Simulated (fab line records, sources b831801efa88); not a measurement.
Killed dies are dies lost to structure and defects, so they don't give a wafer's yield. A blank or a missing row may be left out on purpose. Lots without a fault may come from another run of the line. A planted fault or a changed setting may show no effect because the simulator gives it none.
Chamber matching | flow sky130 | SKY_VIA4_CMP_02 on cmp-01: 4 sister chambers
The step polishes SiO2. 8 wafers are shown with their chamber, then 9 later ones without.

WAFERS WITH THEIR CHAMBER
wafer  | chamber | motor_current_A (A)
L716.3 | 1       | 10.9
L727.3 | 1       | 10.1
L730.2 | 0       | 11.6
L730.5 | 3       | 14.2
L730.6 | 2       | 13.0
L731.1 | 0       | 11.1
L731.4 | 2       | 12.4
L731.5 | 3       | 14.4

WAFERS WITHOUT THEIR CHAMBER
wafer  | motor_current_A (A)
L732.2 | 11.3
L732.4 | 13.2
L732.5 | 10.1
L734.1 | 11.7
L734.3 | 13.8
L734.6 | 12.0
L733.1 | 14.4
L733.5 | 11.9
L733.6 | 10.9

WHICH CHAMBER EACH WENT THROUGH
wafer  | from the rows above     | in truth
L732.2 | can't be placed: 0 or 1 | 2
L732.4 | can't be placed: 2 or 3 | 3
L732.5 | 1                       | 1
L734.1 | can't be placed: 0 or 2 | 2
L734.3 | can't be placed: 3 or 2 | 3
L734.6 | can't be placed: 0 or 2 | 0
L733.1 | 3                       | 3
L733.5 | can't be placed: 0 or 2 | 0
L733.6 | can't be placed: 1 or 0 | 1
Placed correctly: 2 of 9. Can't be placed from these rows: 7 (the true chamber is among the candidates in 6). Placed wrongly: 0.
How it was worked out, from the rows above alone: a wafer's distance from a chamber is the root of the sum, over the readings, of the square of ((its reading less the chamber's mean) divided by the reading's scatter). The wafer belongs to the nearest chamber; if the next one is less than 2 further off, it can't be placed. A chamber's mean is the mean of its shown wafers. The scatter: the root of (the sum of the squares of (reading less its chamber's mean) over the shown wafers, divided by (wafers less chambers)).
